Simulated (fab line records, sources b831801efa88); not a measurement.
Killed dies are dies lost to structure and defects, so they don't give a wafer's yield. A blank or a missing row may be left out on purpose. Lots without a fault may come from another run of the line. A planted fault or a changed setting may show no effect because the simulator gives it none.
Which tool did it? | flow gf180mcu | 11 lots, 33 wafers sampled, at 4 steps of a route of 602

WHAT THE GAUGES READ, wafer by wafer
GF_V5_RS_MEAS_24: measures by four-point-probe.
lot  | measured     | on            | V5_W_RS (ohm/sq)
L205 | day 27 02:25 | film_metro-01 | 0.327 0.324 0.328
L206 | day 27 11:08 | film_metro-01 | 0.328 0.330 0.323
L210 | day 28 17:50 | film_metro-04 | 0.331 0.327 0.330
L211 | day 29 06:58 | film_metro-04 | 0.326 0.329 0.327
L212 | day 29 16:17 | film_metro-01 | 0.331 0.330 0.330
L213 | day 29 20:17 | film_metro-04 | 0.330 0.321 0.331
L215 | day 30 10:27 | film_metro-03 | 0.321 0.324 0.328
L216 | day 30 15:25 | film_metro-03 | 0.321 0.325 0.322
L218 | day 31 02:23 | film_metro-01 | 0.324 0.330 0.326
L219 | day 31 11:09 | film_metro-03 | 43.558 43.258 44.266
L220 | day 31 18:10 | film_metro-01 | 43.737 43.273 44.174

WHICH TOOL RAN EACH LOT (tool, then ch and the chambers of the sampled wafers, then the start)
lot  | GF_MIM_SPUTTER_01            | GF_V5_ETCH_16                      | GF_V5_CVD_23
L205 | pvd_sputter-02, day 24 06:56 | rie_diel-03 ch 0,1,3, day 27 01:29 | cvd_w-02 ch 0,1, day 27 02:18
L206 | pvd_sputter-02, day 24 17:24 | rie_diel-04 ch 0,1,2, day 27 10:14 | cvd_w-02 ch 0,1, day 27 11:02
L210 | pvd_sputter-02, day 26 02:45 | rie_diel-02 ch 0,1,2, day 28 16:56 | cvd_w-02 ch 0,1, day 28 17:44
L211 | pvd_sputter-01, day 26 12:41 | rie_diel-02 ch 1,2, day 29 06:02   | cvd_w-01 ch 0,1, day 29 06:51
L212 | pvd_sputter-03, day 27 04:55 | rie_diel-03 ch 1,3, day 29 15:23   | cvd_w-02 ch 0,1, day 29 16:10
L213 | pvd_sputter-03, day 27 06:54 | rie_diel-02 ch 0,1,2, day 29 19:20 | cvd_w-02 ch 0,1, day 29 20:11
L215 | pvd_sputter-01, day 27 23:46 | rie_diel-02 ch 1,2, day 30 09:30   | cvd_w-02 ch 0,1, day 30 10:19
L216 | pvd_sputter-02, day 28 04:47 | rie_diel-04 ch 1,2, day 30 14:29   | cvd_w-02 ch 0,1, day 30 15:18
L218 | pvd_sputter-03, day 28 15:41 | rie_diel-03 ch 1,3, day 31 01:29   | cvd_w-02 ch 0,1, day 31 02:16
L219 | pvd_sputter-02, day 29 00:32 | rie_diel-03 ch 0,1,3, day 31 10:14 | cvd_w-02 ch 0,1, day 31 11:01
L220 | pvd_sputter-01, day 29 08:04 | rie_diel-03 ch 0,1,3, day 31 17:17 | cvd_w-02 ch 0,1, day 31 18:04
- GF_MIM_SPUTTER_01: material TiN, target thk 30 nm, time 25 s.
- GF_V5_ETCH_16: etches BARC in N2/H2.
- GF_V5_CVD_23: deposits W, target thk 350 nm, time 104.9 s.

THE ANSWER, worked out from the rows above alone
Rule: what is usual is taken from the lots themselves. Put in order of their means at a reading, lots are off if they are a third of the lots or fewer, leave a main group of 4 or more, and stand apart from it by a gap of 3 or more times the standard deviation of the main group's means; of several such gaps the widest counts. A main group whose means are all the same, to the digits that the tables above print for the reading, isn't used. A lot without any number at a reading at which 4 lots or more have one is off too. The other lots that the step has rows for count as sound.
Off: L219, L220, at GF_V5_RS_MEAS_24 (V5_W_RS). The main group: mean 0.327 ohm/sq, standard deviation 0.0022.
A tool fits if, at a process step before that reading, it ran every lot that is off, and no sound lot after the first of them. The gauges at GF_V5_RS_MEAS_24 are tried like those tools. Can't be told from this: 2 tools fit, rie_diel-03 at GF_V5_ETCH_16, cvd_w-02 at GF_V5_CVD_23.

WHAT THE SIMULATOR HAD PUT IN
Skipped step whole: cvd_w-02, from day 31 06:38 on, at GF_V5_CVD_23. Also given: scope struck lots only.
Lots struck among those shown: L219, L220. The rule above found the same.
